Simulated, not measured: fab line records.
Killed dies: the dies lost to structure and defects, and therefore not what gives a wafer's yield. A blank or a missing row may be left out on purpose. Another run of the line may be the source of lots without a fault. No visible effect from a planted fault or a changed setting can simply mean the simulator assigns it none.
fab line records	flow sky130
record: lots: 6	wafers: 18	last-day: 50
route steps=708 shown METAL5@671 PASSIVATION@681 PAD_OPEN@694
lots that met no fault: taken from a fault-free run of the same line
start-h: hours from the record's first day to the start of the lot's first wafer shown	wait-h: hours from the lot's prior step to this one	" repeats the value in the row above	L1.1+2: a single row standing in for several wafers	- value missing, or start not given	* or withheld: withheld	< > ~ a bound
route shown NAME@n: names a module that has steps shown in the file, with the first one's number in the route	usual: average and standard deviation across the fault-free wafers	same: alike in all rows	chamber/n: place in a boat	sites: the reading at each site	_std_site: standard deviation of those values	_edge_site: the outer-site mean with the inner-site mean subtracted	radius-mm: how far each site lies from the wafer's centre	mask NAME#n: copy n	behind: the last tool/chamber to shape the wafer	hold: reason for holding the lot/hours on hold/outcome of the hold	device: names the non-switching transistor (n, p or np)	end of line: tests run on the same wafers once the route is complete	a step given without rows: its recipe and nothing more	killed: not the wafer's yield, but the dies lost to structure and defects at the first sort	map: dies across one wafer; x = killed, . = not, _ = none there
set.NAME: setting as actually run; set.NAME@STEP: the setting as run at that earlier step	model.NAME: the simulator's own value behind a step, which no gauge read
lots at selected steps of the route; one table per step, one row per wafer
services: when a tool's chamber went out of use (start-h, in hours from the record's first day, below 0 if earlier), for how many hours, and the reason
== steps ==
step: SKY_METAL5_SOFTBAKE_10
recipe: temp-c: 90	time-s: 60	resist: NOVOLAK
step: SKY_METAL5_EXPOSE_11
recipe: mask-id: MM5	na: 0.6	source-shape: conventional	sigma-outer: 0.6	polarization: unpolarized	target-cd-nm: 1600	dose-mj: 190
step: SKY_METAL5_PEB_12
recipe: temp-c: withheld	time-s: *	resist: NOVOLAK
step: SKY_METAL5_DEVELOP_13
recipe: resist: NOVOLAK	developer: TMAH	develop-time-s: 60	dev-temp-c: 23
step: SKY_METAL5_DESCUM_14
recipe: chemistry: O2	source-power-w: 150	bias-power-w: 0	pressure-mtorr: 10	temp-c: 40	time-s: 11
usual: drypump-motor-current-A: 6.1/0.43	oes-product-au: 0.999/0.013
lot.wafer	tool	chamber	start-h	wait-h	drypump-motor-current-A	oes-product-au	rf-hours-counter-h
L812.2	rie-metal-03	1	1056.77	0.1	6.3	0.988	18
L812.4	"	0	"	"	6.4	1.009	-
L812.6	"	1	"	"	6.3	0.995	-
L814.3	rie-metal-03	0	1076.19	0.1	6.4	1.007	-
L814.4	"	0	"	"	6.4	1.006	-
L814.6	"	0	"	"	6.4	0.997	-
L824.2	rie-metal-02	0	1140.14	0.1	6.2	0.994	16
L824.3	"	0	"	"	6.2	0.989	-
L824.4	"	1	"	"	5.5	1.008	-
L825.1	rie-metal-03	0	1140.28	0.1	6.4	1.018	22
L825.3	"	1	"	"	6.3	0.986	-
L825.5	"	0	"	"	6.4	1.013	-
L827.1	rie-metal-02	0	1146.27	0.1	6.2	0.985	17
L827.4	"	0	"	"	6.3	0.987	-
L827.6	"	0	"	"	6.2	0.997	-
L829.2	rie-metal-02	0	1160.52	0.1	6.2	0.995	18
L829.5	"	0	"	"	6.3	0.980	-
L829.6	"	1	"	"	5.5	1.003	-
step: SKY_METAL5_METAL_ETCH_15
recipe: target-depth-a: 12600	stop-on: SiO2	over-etch-frac: 0.2	time-s: 252	chemistry: Cl2/BCl3	resist-sidewall-deg: 86	pressure-mtorr: 10	icp-w: 900	bias-w: 48.5	Cl2_flow_sccm: 60	bcl3-flow-sccm: 30
usual: drypump-motor-current-A: 6.1/0.43	oes-product-au: 0.894/0.0051	throttle-valve-pct: 22.263/0.0094
lot.wafer	tool	chamber	start-h	wait-h	drypump-motor-current-A	oes-product-au	rf-hours-counter-h	throttle-valve-pct
L812.2	rie-metal-03	1	1056.80	0.0	6.3	0.891	18	22.276
L812.4	"	0	"	"	6.4	0.892	-	22.268
L812.6	"	1	"	"	6.3	0.893	-	22.255
L814.3	rie-metal-03	0	1076.39	0.2	6.4	0.886	-	22.259
L814.4	"	0	"	"	6.4	0.890	-	22.263
L814.6	"	0	"	"	6.4	0.895	-	22.254
L824.2	rie-metal-02	0	1140.18	0.0	6.2	0.897	16	22.269
L824.3	"	0	"	"	6.2	0.890	-	22.277
L824.4	"	1	"	"	5.6	0.897	-	22.257
L825.1	rie-metal-03	0	1140.32	0.0	6.4	0.901	22	22.266
L825.3	"	1	"	"	6.3	0.889	-	22.259
L825.5	"	0	"	"	6.4	0.889	-	22.259
L827.1	rie-metal-02	0	1146.30	0.0	6.2	0.887	17	22.261
L827.4	"	0	"	"	6.2	0.885	-	22.273
L827.6	"	0	"	"	6.2	0.897	-	22.252
L829.2	rie-metal-02	0	1160.55	0.0	6.2	0.899	18	22.263
L829.5	"	0	"	"	6.3	0.892	-	22.257
L829.6	"	1	"	"	5.5	0.894	-	22.258
step: SKY_METAL5_STRIP_16
recipe: chemistry: O2/N2	power-w: 1400	pressure-mtorr: 1500	platen-temp-c: withheld	o2-flow-sccm: 3000	n2-flow-sccm: 300	overash-fraction: 0.5
step: SKY_METAL5_STRIP_17
recipe: chemistry: post-etch-residue-remover	time-s: 1200	temp-c: 72.5
step: SKY_METAL5_CLEAN_18
recipe: chemistry: IPA	time-s: 180	temp-c: 25
step: SKY_METAL5_CLEAN_19
recipe: chemistry: O3/DIW	dry: n2-spin
step: SKY_PASSIVATION_CVD_00
recipe: material: SiO2	target-thk-nm: 90	temp-c: 400	time-s: withheld	rf-w: 600
usual: heater-power-outer-w: 405/79	heater-power-w: 698/120
lot.wafer	tool	chamber	start-h	wait-h	heater-power-outer-w	heater-power-w
L812.2	pecvd-01	2	1057.66	0.0	479	682
L812.4	"	2	"	"	463	716
L812.6	"	0	"	"	393	734
L814.3	pecvd-04	0	1077.38	0.0	325	558
L814.4	"	2	"	"	295	649
L814.6	"	0	"	"	334	560
L824.2	pecvd-02	2	1141.00	0.0	414	714
L824.3	"	1	"	"	593	1000
L824.4	"	2	"	"	416	742
L825.1	pecvd-01	1	1141.18	0.0	337	533
L825.3	"	1	"	"	339	551
L825.5	"	1	"	"	358	563
L827.1	pecvd-04	0	1147.34	0.0	421	680
L827.4	"	2	"	"	292	646
L827.6	"	1	"	"	307	587
L829.2	pecvd-01	1	1161.38	0.0	388	600
L829.5	"	1	"	"	395	618
L829.6	"	0	"	"	399	746
step: SKY_PASSIVATION_THK_MEAS_01
recipe: reads: SiO2_of_PASSIVATION_CVD_00
usual: PASSIVATION_CVD_00_THK: 89.6/1.2
lot.wafer	tool	chamber	start-h	wait-h	PASSIVATION_CVD_00_THK[nm]
L812.2	film-metro-02	-	1057.70	-	88.8
L812.4	"	-	"	"	90.1
L812.6	"	-	"	"	90.6
L814.3	film-metro-02	-	1077.42	-	88.1
L814.4	"	-	"	"	91.1
L814.6	"	-	"	"	88.0
L824.2	film-metro-02	-	1141.05	-	88.5
L824.3	"	-	"	"	89.5
L824.4	"	-	"	"	90.1
L825.1	film-metro-01	-	1141.25	-	88.1
L825.3	"	-	"	"	89.8
L825.5	"	-	"	"	89.2
L827.1	film-metro-01	-	1147.36	-	89.1
L827.4	"	-	"	"	91.6
L827.6	"	-	"	"	90.4
L829.2	film-metro-02	-	1161.42	-	87.6
L829.5	"	-	"	"	89.4
L829.6	"	-	"	"	88.7
step: SKY_PASSIVATION_CVD_02
recipe: material: Si3N4	target-thk-nm: 540	temp-c: 400	time-s: withheld	rf-w: 450
usual: heater-power-outer-w: 464/81	heater-power-w: 785/130
lot.wafer	tool	chamber	start-h	wait-h	heater-power-outer-w	heater-power-w
L812.2	pecvd-02	1	1057.75	0.0	560	939
L812.4	"	2	"	"	508	806
L812.6	"	1	"	"	597	993
L814.3	pecvd-01	2	1077.46	0.0	553	785
L814.4	"	0	"	"	506	879
L814.6	"	1	"	"	363	584
L824.2	pecvd-04	2	1141.10	0.0	-	-
L824.3	"	0	"	"	-	-
L824.4	"	0	"	"	-	-
L825.1	pecvd-02	2	1141.31	0.1	-	-
L825.3	"	2	"	"	-	-
L825.5	"	2	"	"	-	-
L827.1	pecvd-01	0	1147.42	0.1	503	885
L827.4	"	1	"	"	442	653
L827.6	"	1	"	"	468	690
L829.2	pecvd-02	1	1161.47	0.0	589	1008
L829.5	"	2	"	"	479	775
L829.6	"	1	"	"	610	1041
step: SKY_PASSIVATION_DEHYDRATE_04
recipe: temp-c: 200	time-s: 60
step: SKY_PASSIVATION_HMDS_05
recipe: prime-time-s: 60	prime-temp-c: 120
step: SKY_PASSIVATION_COAT_06
recipe: spin-rpm: 2000	resist-thk-nm: 3000
step: SKY_PASSIVATION_SOFTBAKE_07
recipe: temp-c: 110	time-s: withheld
step: SKY_PASSIVATION_EXPOSE_08
recipe: mask-id: NSM	target-cd-nm: 3000	na: 0.57	dose-mj: 260
step: SKY_PASSIVATION_PEB_09
recipe: temp-c: 115	time-s: withheld
step: SKY_PASSIVATION_DEVELOP_10
recipe: develop-time-s: 60	dev-temp-c: 23
step: SKY_PASSIVATION_ETCH_11
recipe: chemistry: CF4/O2	target-depth-nm: 725	stop-on: AlCu	source-w: 800	bias-w: 150	pressure-mtorr: 150	cf4-flow-sccm: 80	O2_flow_sccm: 10	time-s: 161.1
usual: drypump-motor-current-A: 5.8/0.52	oes-product-au: 0.978/0.0066	throttle-valve-pct: 5.964/0.009
lot.wafer	tool	chamber	start-h	wait-h	drypump-motor-current-A	oes-product-au	rf-hours-counter-h	throttle-valve-pct	model.PASSIVATION.feature-depth-nm	model.etch.depth-nm
L812.2	rie-diel-02	2	1080.52	-	6.0	0.971	15	5.968	703.2	703.2
L812.4	"	0	"	"	5.8	0.991	11	5.962	715	715
L812.6	"	3	"	"	6.0	0.990	-	5.957	714.3	714.3
L814.3	rie-diel-02	2	1099.57	-	6.0	0.982	15	5.972	700	700
L814.4	"	3	"	"	6.0	0.980	12	5.977	717.9	717.9
L814.6	"	2	"	"	6.0	0.988	-	5.965	711	711
L824.2	rie-diel-02	1	1159.25	-	6.3	0.981	19	5.958	709.7	709.7
L824.3	"	0	"	"	5.8	0.979	14	5.963	710.7	710.7
L824.4	"	2	"	"	6.0	0.987	-	5.950	720.5	720.5
L825.1	rie-diel-02	1	1160.25	-	6.3	0.988	19	5.965	715.9	715.9
L825.3	"	2	"	"	6.0	0.993	17	5.946	725	725
L825.5	"	1	"	"	6.3	0.984	-	5.971	720.6	720.6
L827.1	rie-diel-02	1	1165.62	-	6.3	0.980	19	5.954	703.9	703.9
L827.4	"	0	"	"	5.8	0.977	-	5.974	711.9	711.9
L827.6	"	1	"	"	6.3	0.980	-	5.961	709.5	709.5
L829.2	rie-diel-02	3	1178.65	-	6.0	0.980	14	5.958	702.4	702.4
L829.5	"	2	"	"	6.0	0.985	-	5.967	707.4	707.4
L829.6	"	3	"	"	6.0	0.973	-	5.970	709	709
step: SKY_PASSIVATION_STRIP_12
recipe: chemistry: O2/N2	power-w: 1400	pressure-mtorr: 1500	platen-temp-c: withheld	overash-fraction: 0.7	o2-flow-sccm: 3000	n2-flow-sccm: 300
usual: drypump-motor-current-A: 5.31/0.3	oes-product-au: 0.661/0.0044	strip-time-to-endpoint-s: 31.55/0.12
lot.wafer	tool	chamber	start-h	wait-h	drypump-motor-current-A	oes-product-au	rf-hours-counter-h	strip-time-to-endpoint-s
L812.2	plasma-asher-01	0	1080.62	0.1	5.86	0.660	34	31.70
L812.4	"	1	"	"	4.75	0.663	-	31.48
L812.6	"	0	"	"	5.83	0.669	-	31.37
L814.3	plasma-asher-04	0	1099.71	0.1	5.53	0.659	-	31.54
L814.4	"	1	"	"	5.32	0.664	-	31.52
L814.6	"	0	"	"	5.52	0.659	-	31.55
L824.2	plasma-asher-03	1	1159.36	0.1	5.23	0.663	72	31.69
L824.3	"	1	"	"	5.32	0.665	-	31.77
L824.4	"	0	"	"	5.21	0.651	-	31.64
L825.1	plasma-asher-03	0	1160.36	0.1	5.19	0.664	72	31.63
L825.3	"	1	"	"	5.25	0.659	-	31.59
L825.5	"	1	"	"	5.23	0.662	-	31.62
L827.1	plasma-asher-03	0	1165.72	0.1	5.21	0.661	73	31.50
L827.4	"	0	"	"	5.18	0.656	-	31.37
L827.6	"	0	"	"	5.19	0.655	-	31.45
L829.2	plasma-asher-03	0	1178.76	0.1	5.20	0.660	74	31.56
L829.5	"	0	"	"	5.19	0.660	-	31.53
L829.6	"	1	"	"	5.23	0.660	-	31.49
step: SKY_PAD_OPEN_DEHYDRATE_00
recipe: temp-c: 200	time-s: 60
step: SKY_PAD_OPEN_HMDS_01
recipe: prime-time-s: 60	prime-temp-c: 120
step: SKY_PAD_OPEN_COAT_02
recipe: spin-rpm: 2000	resist-thk-nm: 3000
step: SKY_PAD_OPEN_SOFTBAKE_03
recipe: temp-c: 110	time-s: withheld
step: SKY_PAD_OPEN_EXPOSE_04
recipe: mask-id: PDM	target-cd-nm: 60000	na: 0.57	dose-mj: 260
step: SKY_PAD_OPEN_PEB_05
recipe: temp-c: 115	time-s: withheld
step: SKY_PAD_OPEN_DEVELOP_06
recipe: develop-time-s: 60	dev-temp-c: 23
step: SKY_PAD_OPEN_ETCH_07
recipe: chemistry: CF4/O2	target-depth-nm: 725	stop-on: AlCu	source-w: 800	bias-w: 150	pressure-mtorr: 150	cf4-flow-sccm: 80	O2_flow_sccm: 10	time-s: 161.1
usual: drypump-motor-current-A: 5.8/0.53	oes-product-au: 0.979/0.0065	throttle-valve-pct: 5.965/0.0094
lot.wafer	tool	chamber	start-h	wait-h	drypump-motor-current-A	oes-product-au	rf-hours-counter-h	throttle-valve-pct	model.PAD_OPEN.feature-depth-nm	model.etch.depth-nm
L812.2	rie-diel-01	2	1101.75	-	4.7	0.967	12	5.970	703.2	703.2
L812.4	"	1	"	"	6.4	0.981	23	5.958	715	715
L812.6	"	0	"	"	5.7	0.983	-	5.976	714.3	714.3
L814.3	rie-diel-04	0	1118.75	-	5.6	0.969	14	5.974	700	700
L814.4	"	1	"	"	5.5	0.992	24	5.972	717.9	717.9
L814.6	"	3	"	"	6.6	0.981	-	5.969	711	711
L824.2	rie-diel-04	2	1176.44	-	5.6	0.992	19	5.953	719.7	719.7
L824.3	"	1	"	"	5.6	0.988	26	5.977	725	725
L824.4	"	3	"	"	6.6	0.991	27	5.953	713.9	713.9
L825.1	rie-diel-03	1	1176.79	-	5.8	0.993	29	5.964	725	725
L825.3	"	2	"	"	5.1	0.989	11	5.968	725	725
L825.5	"	1	"	"	5.8	0.992	-	5.971	725	725
L827.1	rie-diel-04	2	1182.15	-	5.6	0.973	20	5.964	703.9	703.9
L827.4	"	0	"	"	5.5	0.977	17	5.979	711.9	711.9
L827.6	"	0	"	"	5.6	0.978	-	5.961	709.5	709.5
L829.2	rie-diel-01	3	1194.38	-	6.2	0.978	22	5.959	702.4	702.4
L829.5	"	0	"	"	5.8	0.980	-	5.957	707.4	707.4
L829.6	"	1	"	"	6.4	0.978	-	5.991	709	709
step: SKY_PAD_OPEN_STRIP_08
recipe: chemistry: O2/N2	power-w: 1400	pressure-mtorr: 1500	platen-temp-c: withheld	overash-fraction: 0.7	o2-flow-sccm: 3000	n2-flow-sccm: 300
usual: drypump-motor-current-A: 5.6/0.49	oes-product-au: 0.663/0.0046	strip-time-to-endpoint-s: 37.06/0.099
lot.wafer	tool	chamber	start-h	wait-h	drypump-motor-current-A	oes-product-au	rf-hours-counter-h	strip-time-to-endpoint-s
L812.2	plasma-asher-04	1	1101.86	0.1	5.3	0.659	98	37.12
L812.4	"	1	"	"	5.3	0.663	-	36.97
L812.6	"	0	"	"	5.5	0.665	-	37.15
L814.3	plasma-asher-02	1	1118.89	0.1	5.8	0.661	-	37.20
L814.4	"	0	"	"	6.1	0.662	-	37.18
L814.6	"	0	"	"	6.1	0.667	-	37.09
L824.2	plasma-asher-01	0	1176.55	0.1	5.9	0.663	41	36.99
L824.3	"	0	"	"	5.8	0.666	-	37.00
L824.4	"	1	"	"	4.7	0.661	-	36.98
L825.1	plasma-asher-02	0	1176.90	0.1	6.1	0.658	12	37.11
L825.3	"	0	"	"	6.1	0.665	-	37.16
L825.5	"	1	"	"	5.8	0.662	-	37.05
L827.1	plasma-asher-01	1	1182.26	0.1	4.7	0.666	42	36.90
L827.4	"	1	"	"	4.7	0.663	-	36.87
L827.6	"	1	"	"	4.7	0.665	-	36.94
L829.2	plasma-asher-02	1	1194.49	0.1	5.8	0.666	13	37.01
L829.5	"	0	"	"	6.1	0.655	-	37.02
L829.6	"	1	"	"	5.8	0.665	-	37.11
step: SKY_PAD_OPEN_STRIP_09
recipe: chemistry: post-etch-residue-remover	time-s: 1200	temp-c: 72.5
step: SKY_PAD_OPEN_CLEAN_10
recipe: chemistry: IPA	time-s: 180	temp-c: 25
step: SKY_PAD_OPEN_CLEAN_11
recipe: chemistry: O3/DIW	dry: n2-spin
step: SKY_PAD_OPEN_ANNEAL_12
recipe: temp-c: 400	time-s: withheld	ambient: N2/H2	idle-temp-c: 300	ramp-up-c-per-min: 8	ramp-down-c-per-min: 4
step: SKY_PAD_OPEN_BOW_MEAS_13
recipe: mode: bow
usual: PAD_OPEN_BOW: 46/7.5
lot.wafer	tool	chamber	start-h	wait-h	PAD_OPEN_BOW[um]
L812.2	film-metro-02	-	1104.01	-	66
L812.4	"	-	"	"	59
L812.6	"	-	"	"	49
L814.3	film-metro-04	-	1120.99	-	40
L814.4	"	-	"	"	51
L814.6	"	-	"	"	52
L824.2	film-metro-04	-	1179.55	-	27
L824.3	"	-	"	"	27
L824.4	"	-	"	"	19
L825.1	film-metro-03	-	1181.03	-	22
L825.3	"	-	"	"	23
L825.5	"	-	"	"	18
L827.1	film-metro-04	-	1184.48	-	47
L827.4	"	-	"	"	42
L827.6	"	-	"	"	46
L829.2	film-metro-04	-	1196.60	-	44
L829.5	"	-	"	"	37
L829.6	"	-	"	"	32
step: SKY_PAD_OPEN_PROBE_99
usual: defect-limited-yield: 82.5/1.9	killed_at_M0_to_M3: 43/7.2	killed_at_M4_up: 3.1/1.8	killed-at-contacts: 24/5.4	killed-at-front-end: 15/4.4	killed-at-other: 0.4/0.56	killed-dies: 86/9.3	killed-on-rim: 17/3.6	killed-open: 47/6.9	killed-short: 39/6.6	sort_bin_3_pad_short: 0.9/0.43	sort_bin_5_function: 10.4/1.5	sort_bin_6_memory: 6.2/1.1	sort-n-pass: 406/9.3	sort-yield-pct: 82.5/1.9
same: gross-dies: 492	killed-at-back-side: 0	sort_bin_4_leakage[%]: 0	sort_bin_8_speed[%]: 0
lot.wafer	tool	chamber	start-h	wait-h	defect-limited-yield[%]	killed_at_M0_to_M3	killed_at_M4_up	killed-at-contacts	killed-at-front-end	killed-at-other	killed-dies	killed-on-rim	killed-open	killed-short	sort_bin_3_pad_short[%]	sort_bin_5_function[%]	sort_bin_6_memory[%]	sort-n-pass	sort-yield-pct[%]
L814.3	prober-02	-	1121.17	0.2	86.6	30	1	26	9	0	66	15	31	35	0.2	7.7	5.5	426	86.6
L814.4	prober-02	-	1121.22	0.2	82.9	50	0	23	11	0	84	16	53	31	0.6	10.6	5.9	408	82.9
L814.6	prober-02	-	1121.32	0.2	79.7	51	2	32	14	1	100	24	46	54	1.6	12.8	5.9	392	79.7
L824.2	prober-02	-	1179.70	0.1	81.5	46	1	29	14	1	91	16	47	43	0.6	12.4	5.5	401	81.5
L824.3	prober-02	-	1179.75	0.2	84.6	37	5	19	15	0	76	13	43	33	0.4	10.0	5.1	416	84.6
L824.4	prober-02	-	1179.80	0.2	81.9	48	6	19	16	0	89	18	49	40	0.2	9.6	8.3	403	81.9
killed by level:class
L814.3 LI_CONTACT:geometric-particle:open=9 VIA1:geometric-particle:open=7 CONTACT:geometric-particle:open=6 LI_CONTACT:geometric-particle:short=5 VIA1:geometric-particle:short=5 LOCAL_INTERCONNECT:geometric-particle:short=5 METAL2:geometric-particle:short=4 FIELD_ISO:geometric-particle:short=3
L814.4 VIA1:geometric-particle:open=13 CONTACT:geometric-particle:open=9 LI_CONTACT:geometric-particle:open=7 VIA2:geometric-particle:open=7 VIA3:geometric-particle:open=6 VIA1:geometric-particle:short=5 POLY_GATE:geometric-particle:short=4 CONTACT:geometric-particle:short=4
L814.6 VIA1:geometric-particle:open=16 LOCAL_INTERCONNECT:geometric-particle:short=10 CONTACT:geometric-particle:open=9 METAL2:geometric-particle:short=7 CONTACT:geometric-particle:short=6 FIELD_ISO:geometric-particle:short=6 VIA2:geometric-particle:open=6 VIA1:geometric-particle:short=5
L824.2 LI_CONTACT:geometric-particle:open=9 CONTACT:geometric-particle:open=9 METAL1:geometric-particle:short=8 VIA1:geometric-particle:open=8 VIA2:geometric-particle:open=7 CONTACT:geometric-particle:short=7 FIELD_ISO:geometric-particle:short=5 METAL2:geometric-particle:short=5
L824.3 CONTACT:geometric-particle:open=9 METAL2:geometric-particle:short=8 VIA1:geometric-particle:open=6 VIA2:geometric-particle:open=6 LI_CONTACT:geometric-particle:open=5 POLY_GATE:geometric-particle:short=4 FIELD_ISO:geometric-particle:open=4 VIA1:geometric-particle:short=3
L824.4 VIA1:geometric-particle:open=10 CONTACT:geometric-particle:open=10 VIA2:geometric-particle:open=9 VIA1:geometric-particle:short=7 METAL2:geometric-particle:short=7 VIA2:geometric-particle:short=6 METAL1:geometric-particle:short=6 FIELD_ISO:geometric-particle:short=5
== services ==
tool	chamber	start-h	hours	kind
pecvd-01	0	1039.50	2.1	scheduled-down
pecvd-04	-	1044.91	2.8	repair
plasma-asher-01	-	1047.44	3.0	repair
rie-metal-02	0	1049.72	31.4	repair
plasma-asher-02	-	1055.25	9.0	pm
plasma-asher-02	0	1055.25	9.0	vent-cycle
pecvd-02	2	1071.86	2.1	scheduled-down
rie-metal-03	1	1072.53	12.8	repair
rie-diel-04	-	1084.93	2.8	pm
rie-diel-04	1	1088.69	13.1	repair
rie-metal-03	-	1098.97	0.6	repair
plasma-asher-01	-	1100.29	14.6	pm
rie-diel-02	2	1100.64	15.4	repair
pecvd-01	1	1105.74	2.1	scheduled-down
pecvd-02	0	1125.00	16.5	scheduled-down
rie-diel-02	0	1128.77	7.1	repair
pecvd-01	2	1134.17	28.6	repair
rie-diel-04	1	1136.61	3.0	repair
pecvd-01	0	1138.31	4.6	repair
plasma-asher-01	-	1143.92	6.4	repair
rie-diel-02	3	1147.46	24.8	repair
rie-metal-02	-	1174.99	1.2	repair
rie-diel-01	1	1177.49	4.2	repair
rie-diel-01	2	1183.97	3.0	repair
== key ==
first-sign: step: SKY_PASSIVATION_CVD_02	reading: tool-record	direction: missing
effect: step: SKY_PAD_OPEN_BOW_MEAS_13	reading: PAD_OPEN_BOW	direction: down	sigmas: 3.1	usual: 46	struck: 23
model-effect: step: SKY_PASSIVATION_ETCH_11	value: PASSIVATION.feature-depth-nm	without: 707.6	struck: 717.1
model-effect: step: SKY_PAD_OPEN_ETCH_07	value: PAD_OPEN.feature-depth-nm	without: 707.6	struck: 722.3
met-at SKY_PASSIVATION_CVD_02
struck-wafers L824.2,L824.3,L824.4,L825.1,L825.3,L825.5
onset-between 1057.75 1141.10
fault: kind: skipped-step-whole	tool: pecvd-02,pecvd-04	chamber: -	onset-h: 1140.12	steps: SKY_PASSIVATION_CVD_02	scope: struck-lots-only
